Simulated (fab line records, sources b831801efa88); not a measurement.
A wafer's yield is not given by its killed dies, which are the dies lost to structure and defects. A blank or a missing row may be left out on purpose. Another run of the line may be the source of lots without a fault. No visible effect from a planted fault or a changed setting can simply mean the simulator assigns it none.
fab line records	flow sky130
[record] lots = 12	wafers = 36	last-day = 49
route steps=708 shown METAL4@631 VIA4@641 PAD_OPEN@708
lots that met no fault: from a run of the same line without faults
start-h: hours from the record's first day to the start of the lot's first wafer shown	wait-h: hours since the lot's step before	" unchanged from the row above	L1.1+2: a row that stands for several wafers	- value missing, or start not given	* or withheld: withheld	< > ~ a bound
route shown NAME@n: a module of which the file shows steps, and the number in the route of the first	usual: mean/standard deviation of fault-free wafers	same: alike in all rows	chamber/n: place in a boat	sites: each site's reading	_std_site: their standard deviation	_edge_site: the outer-site mean with the inner-site mean subtracted	radius-mm: how far each site lies from the wafer's centre	mask NAME#n: copy n	behind: the tool/chamber that last shaped the wafer	hold: reason for holding the lot/hours on hold/outcome of the hold	device: which transistor (n, p or np) failed to switch	end of line: tests run on the same wafers once the route is complete	a step without rows: its recipe alone	killed: dies lost to structure and defects at the first sort, not the wafer's yield	map: a wafer's dies, marking killed ones x, the rest . and places with no die _
set.NAME: the setting that was run; set.NAME@STEP: the one run at that earlier step	model.NAME: the simulator's own value behind a step, which no gauge read
steps of the route over a sample of lots; a table a step, a row a wafer
services: a tool's chamber out of use, with start hour (start-h, from the record's first day; less than 0 if before it), hours out, and reason
[[steps]]
[step SKY_METAL4_DESCUM_15]
[recipe] chemistry = O2	source-power-w = 150	bias-power-w = 0	pressure-mtorr = 10	temp-c = 40	time-s = 8
[usual] drypump-motor-current-A = 5.8/0.32	oes-product-au = 1.000/0.0064	rf-fwd-power-W = 147.5/0.72
lot.wafer	tool	chamber	start-h	wait-h	drypump-motor-current-A	oes-product-au	rf-fwd-power-W	rf-hours-counter-h
L588.1	rie-metal-01	1	975.62	0.0	5.6	0.991	147.8	2
L588.5	"	0	"	"	5.7	1.003	148.6	-
L588.6	"	1	"	"	5.6	1.007	147.4	-
L587.1	rie-metal-01	0	978.07	0.0	5.7	0.993	148.1	19
L587.5	"	0	"	"	5.7	1.000	147.3	-
L587.6	"	1	"	"	5.6	1.001	146.7	-
L590.3	rie-metal-02	1	988.84	0.0	6.4	0.998	146.6	-
L590.4	"	0	"	"	6.4	1.007	146.7	-
L590.6	"	0	"	"	6.4	1.012	147.1	-
L591.1	rie-metal-01	0	995.37	0.0	5.7	0.993	148.4	20
L591.2	"	1	"	"	5.6	0.991	147.4	3
L591.3	"	0	"	"	5.7	0.999	147.9	-
L592.1	rie-metal-02	1	1004.88	0.0	6.4	0.997	146.4	2
L592.2	"	0	"	"	6.3	0.994	146.5	10
L592.5	"	0	"	"	6.3	0.995	147.0	-
L593.3	rie-metal-02	0	1009.99	0.0	6.4	1.004	146.2	-
L593.4	"	1	"	"	6.4	1.002	146.7	-
L593.5	"	0	"	"	6.4	1.008	146.5	-
L595.2	rie-metal-02	0	1034.72	0.0	6.3	1.002	146.9	12
L595.3	"	0	"	"	6.3	1.008	146.8	-
L595.6	"	1	"	"	6.4	1.001	146.5	-
L596.2	rie-metal-03	1	1036.17	0.0	5.6	1.007	148.6	16
L596.4	"	1	"	"	5.6	0.999	147.8	-
L596.6	"	0	"	"	5.6	0.997	148.2	-
L597.1	rie-metal-01	0	1045.27	0.0	5.8	1.009	148.2	1
L597.4	"	1	"	"	5.6	0.989	147.6	-
L597.6	"	1	"	"	5.6	0.996	147.3	-
L598.3	rie-metal-03	1	1047.83	0.0	5.6	1.016	147.9	-
L598.5	"	1	"	"	5.6	1.010	147.6	-
L598.6	"	0	"	"	5.6	0.995	148.1	-
L601.2	rie-metal-01	0	1072.67	0.0	5.8	1.008	147.8	3
L601.3	"	0	"	"	5.7	1.012	148.9	-
L601.6	"	1	"	"	5.6	0.999	147.8	-
L607.1	rie-metal-03	0	1095.32	0.0	5.7	0.988	148.1	9
L607.2	"	1	"	"	5.6	1.006	148.5	19
L607.6	"	0	"	"	5.7	0.992	147.4	-
[step SKY_METAL4_METAL_ETCH_18]
[recipe] target-depth-a = 8450	stop-on = SiO2	over-etch-frac = 0.3	time-s = 183.1	chemistry = Cl2/BCl3	resist-sidewall-deg = 88	pressure-mtorr = 10	icp-w = 900	bias-w = 48.5	Cl2_flow_sccm = 60	bcl3-flow-sccm = 30
[usual] drypump-motor-current-A = 5.9/0.34	oes-product-au = 0.868/0.0063	rf-fwd-power-W = 897.3/2.5	throttle-valve-pct = 22.264/0.0088
[same] over-etch-frac = 0.3
lot.wafer	tool	chamber	start-h	wait-h	drypump-motor-current-A	oes-product-au	rf-fwd-power-W	rf-hours-counter-h	throttle-valve-pct
L588.1	rie-metal-03	0	975.77	0.0	5.7	0.868	903.2	1	22.266
L588.5	"	1	"	"	5.6	0.884	899.0	-	22.257
L588.6	"	0	"	"	5.7	0.875	900.2	-	22.263
L587.1	rie-metal-03	0	978.22	0.0	5.7	0.854	897.6	2	22.276
L587.5	"	0	"	"	5.7	0.863	898.9	-	22.272
L587.6	"	1	"	"	5.6	0.850	899.7	-	22.280
L590.3	rie-metal-03	1	989.04	0.1	5.6	0.863	897.4	-	22.261
L590.4	"	0	"	"	5.6	0.874	894.6	-	22.259
L590.6	"	1	"	"	5.6	0.874	896.2	-	22.272
L591.1	rie-metal-03	1	995.52	0.0	5.6	0.867	899.8	14	22.281
L591.2	"	0	"	"	5.7	0.871	896.1	3	22.267
L591.3	"	0	"	"	5.7	0.865	895.2	-	22.275
L592.1	rie-metal-03	1	1005.03	0.0	5.6	0.874	897.1	14	22.259
L592.2	"	0	"	"	5.7	0.866	899.6	3	22.257
L592.5	"	1	"	"	5.6	0.876	899.2	-	22.254
L593.3	rie-metal-01	1	1010.19	0.1	5.6	0.864	896.5	-	22.256
L593.4	"	0	"	"	5.7	0.862	903.8	-	22.253
L593.5	"	0	"	"	5.7	0.866	900.8	-	22.266
L595.2	rie-metal-01	1	1034.87	0.0	5.6	0.856	896.7	6	22.254
L595.3	"	0	"	"	5.7	0.862	895.9	-	22.270
L595.6	"	0	"	"	5.8	0.854	896.3	-	22.271
L596.2	rie-metal-01	0	1036.36	0.0	5.8	0.866	898.1	1	22.256
L596.4	"	0	"	"	5.7	0.866	893.3	-	22.265
L596.6	"	0	"	"	5.8	0.874	896.0	-	22.257
L597.1	rie-metal-02	1	1045.42	0.0	6.4	0.868	894.3	5	22.250
L597.4	"	0	"	"	6.4	0.865	893.4	-	22.272
L597.6	"	0	"	"	6.4	0.862	894.2	-	22.256
L598.3	rie-metal-02	1	1048.03	0.1	6.4	0.867	897.9	-	22.260
L598.5	"	1	"	"	6.4	0.867	901.3	-	22.275
L598.6	"	0	"	"	6.4	0.870	898.3	-	22.269
L601.2	rie-metal-03	0	1072.82	0.0	5.7	0.868	899.7	7	22.276
L601.3	"	1	"	"	5.6	0.870	900.0	-	22.274
L601.6	"	0	"	"	5.7	0.869	899.2	-	22.254
L607.1	rie-metal-01	1	1095.47	0.0	5.6	0.873	895.1	10	22.272
L607.2	"	1	"	"	5.6	0.867	895.0	-	22.275
L607.6	"	1	"	"	5.6	0.880	895.1	-	22.262
[step SKY_VIA4_CMP_02]
[recipe] material = SiO2	down-force-psi = 4	platen-rpm = 60	pad-velocity-m-s = 0.94248
[usual] motor-current-A = 12.7/1
lot.wafer	tool	chamber	start-h	wait-h	motor-current-A
L588.1	cmp-01	0	977.01	0.2	13.1
L588.6	"	1	"	"	14.3
L588.5	"	2	"	"	12.5
L587.1	cmp-02	1	979.31	0.1	10.7
L587.6	"	0	"	"	10.9
L587.5	"	1	"	"	11.2
L590.3	cmp-02	1	990.07	0.1	11.2
L590.4	"	2	"	"	12.5
L590.6	"	1	"	"	10.7
L591.2	cmp-01	0	996.61	0.1	13.4
L591.1	"	1	"	"	14.7
L591.3	"	2	"	"	12.2
L592.1	cmp-01	2	1006.07	0.1	12.7
L592.2	"	0	"	"	13.0
L592.5	"	3	"	"	13.0
L593.4	cmp-02	1	1011.13	0.0	11.3
L593.3	"	2	"	"	13.1
L593.5	"	1	"	"	10.5
L595.2	cmp-02	3	1035.89	0.0	12.7
L595.3	"	0	"	"	11.7
L595.6	"	0	"	"	11.5
L596.2	cmp-01	0	1037.43	0.1	13.8
L596.4	"	1	"	"	14.0
L596.6	"	3	"	"	12.8
L597.4	cmp-01	2	1046.50	0.0	12.1
L597.1	"	3	"	"	12.8
L597.6	"	2	"	"	12.3
L598.3	cmp-01	2	1049.07	0.1	12.5
L598.6	"	0	"	"	13.5
L598.5	"	1	"	"	14.4
L601.3	cmp-01	1	1074.29	0.0	14.1
L601.2	"	2	"	"	12.6
L601.6	"	1	"	"	13.6
L607.1	cmp-01	2	1096.66	0.1	12.6
L607.2	"	3	"	"	11.8
L607.6	"	3	"	"	13.2
[step SKY_VIA4_CMP_21]
[recipe] stop-on = SiO2	t-overpolish-s = 25	down-force-psi = 3.5	platen-rpm = 60	target-thk-nm = 0	pad-velocity-m-s = 0.94248
[usual] motor-current-A = 11.4/0.95	overpolish-run-s = 25.001/0.0089	time-to-endpoint-s = 120/3.5
lot.wafer	tool	chamber	start-h	wait-h	motor-current-A	overpolish-run-s	time-to-endpoint-s
L588.1	cmp-02	2	1000.69	0.1	11.4	24.986	119
L588.6	"	1	"	"	10.1	24.993	120
L588.5	"	2	"	"	11.4	25.011	119
L587.1	cmp-01	3	1002.60	0.2	11.1	24.975	121
L587.6	"	0	"	"	12.2	25.016	116
L587.5	"	1	"	"	13.5	25.001	116
L590.4	cmp-01	3	1013.80	0.1	11.3	24.997	121
L590.3	"	0	"	"	12.3	24.994	122
L590.6	"	2	"	"	11.7	24.983	120
L591.1	cmp-02	1	1020.36	0.1	9.8	24.999	123
L591.2	"	3	"	"	12.4	25.009	126
L591.3	"	0	"	"	11.4	24.996	117
L592.1	cmp-02	0	1030.64	0.1	10.7	25.014	117
L592.2	"	2	"	"	11.3	24.997	119
L592.5	"	1	"	"	10.1	25.009	122
L593.4	cmp-01	0	1035.69	0.0	11.6	25.006	117
L593.3	"	1	"	"	13.0	24.993	118
L593.5	"	0	"	"	12.4	25.006	118
L595.2	cmp-02	0	1059.57	0.0	11.0	25.009	114
L595.3	"	3	"	"	12.6	25.003	122
L595.6	"	1	"	"	10.0	25.017	117
L596.4	cmp-02	1	1060.53	0.1	10.2	25.005	120
L596.2	"	0	"	"	11.2	24.988	115
L596.6	"	2	"	"	11.0	24.990	120
L597.1	cmp-01	0	1069.06	0.1	11.8	25.012	124
L597.4	"	2	"	"	11.3	25.018	116
L597.6	"	3	"	"	11.4	25.011	121
L598.3	cmp-02	2	1071.46	0.2	11.6	25.008	117
L598.6	"	3	"	"	12.0	24.992	125
L598.5	"	0	"	"	10.6	24.994	118
L601.3	cmp-02	2	1095.46	0.0	12.0	25.014	121
L601.2	"	1	"	"	10.6	24.997	123
L601.6	"	3	"	"	12.1	24.994	125
L607.1	cmp-02	0	1117.15	0.1	11.0	25.003	63
L607.2	"	1	"	"	10.0	24.986	121
L607.6	"	3	"	"	11.7	25.003	127
[step SKY_PAD_OPEN_PROBE_99]
[usual] defect-limited-yield = 82.3/2	killed_at_M0_to_M3 = 44/7.1	killed_at_M4_up = 3.3/1.8	killed-at-contacts = 24/5.1	killed-at-front-end = 16/4.7	killed-at-other = 0.3/0.52	killed-dies = 87/9.7	killed-open = 47/6.8	killed-short = 39/6.7	sort_bin_3_pad_short = 0.9/0.43	sort_bin_5_function = 10.4/1.4	sort_bin_6_memory = 6.4/1.2	sort-n-pass = 405/9.7	sort-yield-pct = 82.3/2
[same] gross-dies = 492	killed-at-back-side = 0	sort_bin_4_leakage[%] = 0	sort_bin_8_speed[%] = 0
lot.wafer	tool	chamber	start-h	wait-h	defect-limited-yield[%]	killed_at_M0_to_M3	killed_at_M4_up	killed-at-contacts	killed-at-front-end	killed-at-other	killed-dies	killed-open	killed-short	sort_bin_3_pad_short[%]	sort_bin_5_function[%]	sort_bin_6_memory[%]	sort-n-pass	sort-yield-pct[%]
L588.1	prober-01	-	1071.23	0.1	79.5	46	3	30	22	0	101	64	37	0.4	13.2	6.9	391	79.5
L588.5	prober-01	-	1071.43	0.2	78.0	60	4	36	8	0	108	58	50	1.4	12.4	8.1	384	78.0
L588.6	prober-01	-	1071.48	0.2	83.7	45	0	22	13	0	80	42	38	1.0	9.6	5.7	412	83.7
L587.1	prober-02	-	1073.39	0.1	81.5	44	6	24	16	1	91	49	42	0.8	9.8	7.9	401	81.5
L587.5	prober-02	-	1073.59	0.2	84.1	41	3	19	15	0	78	37	41	0.8	10.2	4.9	414	84.1
L587.6	prober-02	-	1073.64	0.2	85.2	43	2	18	10	0	73	48	25	1.4	7.7	5.7	419	85.2
L590.3	prober-02	-	1083.95	0.2	81.9	45	5	23	16	0	89	44	45	0.8	10.8	6.5	403	81.9
L590.4	prober-02	-	1084.00	0.2	83.3	41	2	22	17	0	82	45	37	0.4	10.2	6.1	410	83.3
L590.6	prober-02	-	1084.10	0.2	81.9	53	3	18	15	0	89	45	44	1.0	12.4	4.7	403	81.9
L591.1	prober-01	-	1089.24	0.1	84.3	45	5	15	12	0	77	42	35	1.0	8.7	5.9	415	84.3
L591.2	prober-01	-	1089.29	0.1	81.7	47	3	33	7	0	90	46	43	0.8	11.2	6.3	402	81.7
L591.3	prober-01	-	1089.34	0.2	83.1	42	0	23	18	0	83	47	36	0.8	8.3	7.7	409	83.1
L592.1	prober-02	-	1097.83	0.1	81.7	44	1	22	23	0	90	53	36	1.2	11.6	5.5	402	81.7
L592.2	prober-02	-	1097.88	0.1	83.3	38	3	24	17	0	82	46	36	0.6	12.2	3.9	410	83.3
L592.5	prober-02	-	1098.03	0.2	80.3	42	5	22	28	0	97	54	43	0.8	11.4	7.5	395	80.3
L593.3	prober-01	-	1102.80	0.2	79.5	46	6	26	23	0	101	52	49	1.2	11.2	8.1	391	79.5
L593.4	prober-01	-	1102.85	0.2	79.5	51	2	20	28	0	101	49	52	1.2	11.4	7.9	391	79.5
L593.5	prober-01	-	1102.90	0.2	83.7	43	3	18	16	0	80	40	40	0.8	9.3	6.1	412	83.7
L595.2	prober-01	-	1124.01	0.1	85.0	34	6	24	10	0	74	35	39	0.6	10.2	4.3	418	85.0
L595.3	prober-01	-	1124.06	0.2	84.8	37	4	18	16	0	75	40	35	0	8.7	6.5	417	84.8
L595.6	prober-01	-	1124.21	0.2	81.9	47	1	25	15	1	89	51	37	0.2	11.0	6.9	403	81.9
L596.2	prober-02	-	1125.73	0.1	83.7	42	5	18	15	0	80	41	38	0.8	8.9	6.5	412	83.7
L596.4	prober-02	-	1125.83	0.2	81.3	53	4	22	13	0	92	51	41	1.2	10.4	7.1	400	81.3
L596.6	prober-02	-	1125.93	0.2	84.3	42	3	18	14	0	77	53	24	0.6	9.6	5.5	415	84.3
L597.1	prober-01	-	1132.41	0.1	83.1	40	1	23	19	0	83	45	38	1.4	11.2	4.3	409	83.1
L597.4	prober-01	-	1132.56	0.2	80.5	48	1	27	19	1	96	52	44	2.4	10.0	7.1	396	80.5
L597.6	prober-01	-	1132.66	0.2	79.9	53	2	21	23	0	99	55	44	0.4	11.0	8.7	393	79.9
L598.3	prober-02	-	1134.69	0.2	84.1	34	2	34	8	0	78	40	38	1.4	8.9	5.5	414	84.1
L598.5	prober-02	-	1134.79	0.2	79.7	55	4	24	17	0	100	55	45	1.8	10.6	7.9	392	79.7
L598.6	prober-02	-	1134.84	0.2	77.8	53	3	30	23	0	109	54	55	1.6	12.2	8.3	383	77.8
L601.2	prober-01	-	1157.00	0.1	80.9	51	2	24	17	0	94	53	41	0.8	10.0	8.3	398	80.9
L601.3	prober-01	-	1157.05	0.2	83.3	46	3	24	9	0	82	42	40	0.8	8.7	7.1	410	83.3
L601.6	prober-01	-	1157.20	0.2	81.7	48	7	14	20	1	90	52	38	0.8	11.4	6.1	402	81.7
L607.1	prober-01	-	1175.84	0.1	83.7	39	0	21	20	0	80	39	41	0.6	11.6	4.1	412	83.7
L607.2	prober-01	-	1175.89	0.1	82.3	45	3	21	18	0	87	43	44	1.0	9.8	6.9	405	82.3
L607.6	prober-01	-	1176.09	0.2	83.9	45	0	15	19	0	79	41	38	0.6	8.3	7.1	413	83.9
// killed by level:class
L588.1 VIA2:geometric-particle:open=13 CONTACT:geometric-particle:open=12 LI_CONTACT:geometric-particle:open=9 VIA1:geometric-particle:open=8 VIA1:geometric-particle:short=7 POLY_GATE:geometric-particle:open=6 METAL1:geometric-particle:short=6 VIA3:geometric-particle:open=5
L588.5 VIA1:geometric-particle:open=16 CONTACT:geometric-particle:open=15 METAL1:geometric-particle:short=11 VIA2:geometric-particle:open=9 LI_CONTACT:geometric-particle:open=8 LI_CONTACT:geometric-particle:short=6 VIA1:geometric-particle:short=6 LOCAL_INTERCONNECT:geometric-particle:short=5
L588.6 VIA1:geometric-particle:open=14 CONTACT:geometric-particle:open=8 LI_CONTACT:geometric-particle:open=6 CONTACT:geometric-particle:short=6 VIA1:geometric-particle:short=6 VIA2:geometric-particle:short=6 METAL3:geometric-particle:short=6 FIELD_ISO:geometric-particle:open=4
L587.1 VIA1:geometric-particle:open=11 LI_CONTACT:geometric-particle:open=10 METAL1:geometric-particle:short=7 CONTACT:geometric-particle:open=6 VIA2:geometric-particle:open=5 POLY_GATE:geometric-particle:short=5 METAL3:geometric-particle:short=5 FIELD_ISO:geometric-particle:short=4
L587.5 VIA1:geometric-particle:open=11 CONTACT:geometric-particle:short=8 VIA3:geometric-particle:open=5 CONTACT:geometric-particle:open=5 FIELD_ISO:geometric-particle:short=4 POLY_GATE:geometric-particle:open=4 METAL1:geometric-particle:short=4 LOCAL_INTERCONNECT:geometric-particle:short=4
L587.6 VIA1:geometric-particle:open=14 VIA3:geometric-particle:open=9 CONTACT:geometric-particle:open=7 VIA1:geometric-particle:short=7 VIA2:geometric-particle:open=5 CONTACT:geometric-particle:short=4 METAL3:geometric-particle:short=3 LI_CONTACT:geometric-particle:open=3
L590.3 VIA1:geometric-particle:open=11 CONTACT:geometric-particle:open=10 POLY_GATE:geometric-particle:short=6 METAL2:geometric-particle:short=6 LI_CONTACT:geometric-particle:open=6 VIA3:geometric-particle:short=6 METAL1:geometric-particle:short=5 VIA3:geometric-particle:open=4
L590.4 CONTACT:geometric-particle:open=9 VIA3:geometric-particle:open=7 VIA1:geometric-particle:open=6 METAL2:geometric-particle:short=6 FIELD_ISO:geometric-particle:short=5 POLY_GATE:geometric-particle:short=5 LI_CONTACT:geometric-particle:open=5 VIA2:geometric-particle:open=5
L590.6 VIA2:geometric-particle:open=11 METAL2:geometric-particle:short=10 FIELD_ISO:geometric-particle:open=6 VIA3:geometric-particle:open=6 LI_CONTACT:geometric-particle:open=6 VIA2:geometric-particle:short=6 CONTACT:geometric-particle:open=5 VIA1:geometric-particle:open=5
L591.1 VIA1:geometric-particle:open=13 METAL2:geometric-particle:short=9 VIA3:geometric-particle:open=6 CONTACT:geometric-particle:open=5 VIA3:geometric-particle:short=5 FIELD_ISO:geometric-particle:short=4 FIELD_ISO:geometric-particle:open=4 LOCAL_INTERCONNECT:geometric-particle:short=4
L591.2 CONTACT:geometric-particle:open=12 VIA1:geometric-particle:open=10 METAL1:geometric-particle:short=9 VIA3:geometric-particle:open=7 LI_CONTACT:geometric-particle:open=5 LOCAL_INTERCONNECT:geometric-particle:short=5 CONTACT:geometric-particle:short=5 VIA2:geometric-particle:open=5
L591.3 VIA1:geometric-particle:open=10 FIELD_ISO:geometric-particle:open=7 VIA2:geometric-particle:open=7 LI_CONTACT:geometric-particle:open=6 VIA3:geometric-particle:open=6 CONTACT:geometric-particle:short=6 CONTACT:geometric-particle:open=6 LOCAL_INTERCONNECT:geometric-particle:short=5
L592.1 CONTACT:geometric-particle:open=9 VIA1:geometric-particle:open=9 VIA2:geometric-particle:open=8 FIELD_ISO:geometric-particle:open=7 VIA3:geometric-particle:open=7 FIELD_ISO:geometric-particle:short=5 VIA1:geometric-particle:short=5 POLY_GATE:geometric-particle:open=4
L592.2 VIA2:geometric-particle:open=11 LI_CONTACT:geometric-particle:open=8 CONTACT:geometric-particle:open=6 VIA3:geometric-particle:open=6 LOCAL_INTERCONNECT:geometric-particle:short=5 VIA1:geometric-particle:short=4 FIELD_ISO:geometric-particle:open=3 FIELD_ISO:geometric-particle:short=3
L592.5 VIA1:geometric-particle:open=14 LI_CONTACT:geometric-particle:open=9 POLY_GATE:geometric-particle:short=7 CONTACT:geometric-particle:open=7 FIELD_ISO:geometric-particle:short=6 METAL2:geometric-particle:short=6 VIA3:geometric-particle:open=6 POLY_GATE:geometric-particle:open=5
L593.3 VIA1:geometric-particle:open=12 CONTACT:geometric-particle:open=8 LI_CONTACT:geometric-particle:open=7 VIA2:geometric-particle:open=7 POLY_GATE:geometric-particle:open=6 CONTACT:geometric-particle:short=5 FIELD_ISO:geometric-particle:short=5 POLY_GATE:geometric-particle:short=5
L593.4 POLY_GATE:geometric-particle:open=10 VIA1:geometric-particle:open=8 POLY_GATE:geometric-particle:short=7 METAL2:geometric-particle:short=6 FIELD_ISO:geometric-particle:open=6 CONTACT:geometric-particle:open=6 VIA2:geometric-particle:short=6 VIA2:geometric-particle:open=6
L593.5 VIA1:geometric-particle:open=9 VIA2:geometric-particle:open=6 METAL1:geometric-particle:short=6 POLY_GATE:geometric-particle:short=5 LI_CONTACT:geometric-particle:open=5 VIA3:geometric-particle:open=5 FIELD_ISO:geometric-particle:open=4 LOCAL_INTERCONNECT:geometric-particle:short=4
L595.2 VIA1:geometric-particle:open=7 CONTACT:geometric-particle:short=6 CONTACT:geometric-particle:open=6 METAL1:geometric-particle:short=5 LOCAL_INTERCONNECT:geometric-particle:short=5 FIELD_ISO:geometric-particle:open=4 METAL4:geometric-particle:short=4 VIA1:geometric-particle:short=4
L595.3 VIA1:geometric-particle:open=11 POLY_GATE:geometric-particle:short=6 VIA2:geometric-particle:open=6 CONTACT:geometric-particle:open=5 VIA3:geometric-particle:short=5 FIELD_ISO:geometric-particle:open=4 VIA3:geometric-particle:open=4 LI_CONTACT:geometric-particle:open=4
L595.6 VIA1:geometric-particle:open=13 VIA3:geometric-particle:open=7 LOCAL_INTERCONNECT:geometric-particle:short=7 VIA2:geometric-particle:open=7 METAL2:geometric-particle:short=6 CONTACT:geometric-particle:open=6 LI_CONTACT:geometric-particle:open=5 FIELD_ISO:geometric-particle:open=4
L596.2 VIA1:geometric-particle:open=12 CONTACT:geometric-particle:open=7 METAL4:geometric-particle:short=5 VIA3:geometric-particle:open=5 VIA1:geometric-particle:short=5 FIELD_ISO:geometric-particle:short=4 POLY_GATE:geometric-particle:open=4 LOCAL_INTERCONNECT:geometric-particle:short=4
L596.4 VIA1:geometric-particle:open=20 CONTACT:geometric-particle:open=10 CONTACT:geometric-particle:short=6 METAL2:geometric-particle:short=6 VIA2:geometric-particle:open=6 METAL1:geometric-particle:short=5 VIA3:geometric-particle:open=5 POLY_GATE:geometric-particle:short=4
L596.6 VIA1:geometric-particle:open=12 VIA2:geometric-particle:open=9 CONTACT:geometric-particle:open=8 VIA3:geometric-particle:open=7 FIELD_ISO:geometric-particle:open=4 LI_CONTACT:geometric-particle:open=4 VIA1:geometric-particle:short=4 VIA3:geometric-particle:short=4
L597.1 VIA1:geometric-particle:open=9 METAL2:geometric-particle:short=8 VIA2:geometric-particle:open=7 LI_CONTACT:geometric-particle:open=7 CONTACT:geometric-particle:open=7 FIELD_ISO:geometric-particle:open=5 FIELD_ISO:geometric-particle:short=5 POLY_GATE:geometric-particle:short=5
L597.4 POLY_GATE:geometric-particle:open=9 CONTACT:geometric-particle:open=9 METAL2:geometric-particle:short=9 VIA2:geometric-particle:open=8 LI_CONTACT:geometric-particle:open=7 LOCAL_INTERCONNECT:geometric-particle:short=6 VIA3:geometric-particle:open=6 METAL1:geometric-particle:short=6
L597.6 VIA1:geometric-particle:open=12 VIA2:geometric-particle:open=9 CONTACT:geometric-particle:open=7 FIELD_ISO:geometric-particle:open=6 LI_CONTACT:geometric-particle:open=6 METAL1:geometric-particle:short=6 METAL2:geometric-particle:short=6 FIELD_ISO:geometric-particle:short=5
L598.3 CONTACT:geometric-particle:open=11 LI_CONTACT:geometric-particle:short=9 VIA1:geometric-particle:open=9 VIA1:geometric-particle:short=7 LI_CONTACT:geometric-particle:open=6 POLY_GATE:geometric-particle:open=4 CONTACT:geometric-particle:short=4 METAL1:geometric-particle:short=4
L598.5 CONTACT:geometric-particle:open=12 VIA1:geometric-particle:open=12 VIA3:geometric-particle:open=9 METAL2:geometric-particle:short=7 METAL1:geometric-particle:short=6 VIA2:geometric-particle:short=5 FIELD_ISO:geometric-particle:open=4 POLY_CUT:geometric-particle:short=4
L598.6 VIA1:geometric-particle:open=15 METAL2:geometric-particle:short=10 FIELD_ISO:geometric-particle:short=8 LOCAL_INTERCONNECT:geometric-particle:short=7 CONTACT:geometric-particle:open=7 VIA2:geometric-particle:open=7 FIELD_ISO:geometric-particle:open=6 CONTACT:geometric-particle:short=6
L601.2 CONTACT:geometric-particle:open=12 VIA1:geometric-particle:short=10 VIA1:geometric-particle:open=9 VIA3:geometric-particle:open=8 FIELD_ISO:geometric-particle:open=7 METAL2:geometric-particle:short=6 VIA2:geometric-particle:open=5 FIELD_ISO:geometric-particle:short=4
L601.3 VIA1:geometric-particle:open=11 CONTACT:geometric-particle:open=10 CONTACT:geometric-particle:short=7 VIA3:geometric-particle:open=6 FIELD_ISO:geometric-particle:short=5 VIA2:geometric-particle:open=5 VIA1:geometric-particle:short=5 METAL2:geometric-particle:short=5
L601.6 VIA1:geometric-particle:open=10 METAL2:geometric-particle:short=8 VIA2:geometric-particle:open=8 POLY_GATE:geometric-particle:open=6 VIA1:geometric-particle:short=6 FIELD_ISO:geometric-particle:open=5 LI_CONTACT:geometric-particle:open=5 CONTACT:geometric-particle:open=4
L607.1 VIA3:geometric-particle:open=8 POLY_GATE:geometric-particle:short=6 CONTACT:geometric-particle:short=6 FIELD_ISO:geometric-particle:open=5 VIA1:geometric-particle:open=5 CONTACT:geometric-particle:open=5 VIA3:geometric-particle:short=5 POLY_GATE:geometric-particle:open=4
L607.2 CONTACT:geometric-particle:open=10 FIELD_ISO:geometric-particle:short=9 METAL1:geometric-particle:short=7 VIA1:geometric-particle:open=7 VIA3:geometric-particle:open=6 LI_CONTACT:geometric-particle:open=5 VIA2:geometric-particle:short=5 FIELD_ISO:geometric-particle:open=4
L607.6 VIA1:geometric-particle:open=10 VIA3:geometric-particle:open=8 METAL2:geometric-particle:short=7 POLY_GATE:geometric-particle:short=6 VIA2:geometric-particle:open=6 CONTACT:geometric-particle:short=5 VIA2:geometric-particle:short=5 FIELD_ISO:geometric-particle:open=4
[[services]]
tool	chamber	start-h	hours	kind
rie-metal-02	1	968.94	18.1	repair
cmp-02	-	975.51	3.1	repair
cmp-01	-	1000.31	1.2	repair
rie-metal-01	0	1016.04	-	clean
rie-metal-01	0	1016.04	15.0	scheduled-down
rie-metal-01	0	1016.04	15.0	vent-cycle
rie-metal-01	-	1039.36	0.6	repair
rie-metal-01	0	1083.38	21.9	repair
cmp-01	-	1084.00	4.0	pm
cmp-01	-	1088.00	-	consumable-replace:conditioner
cmp-01	-	1088.00	-	consumable-replace:pad
[[key]]
[first-sign] step = SKY_VIA4_CMP_21	reading = time-to-endpoint-s	direction = down	sigmas = 17	usual = *	struck = *
effect none on later readings
met-at SKY_VIA4_CMP_21
struck-lots L607
struck-wafers L607.1
not-acting-at SKY_METAL4_DESCUM_15,SKY_METAL4_METAL_ETCH_18,SKY_VIA4_CMP_02
onset-between 1071.46 1117.15
[fault] kind = process-parameter-drift	tool = cmp-02	chamber = 0	onset-h = 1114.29	steps = SKY_VIA4_CMP_21	channel = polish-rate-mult	offset = 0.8	shape = step	end-h = 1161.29
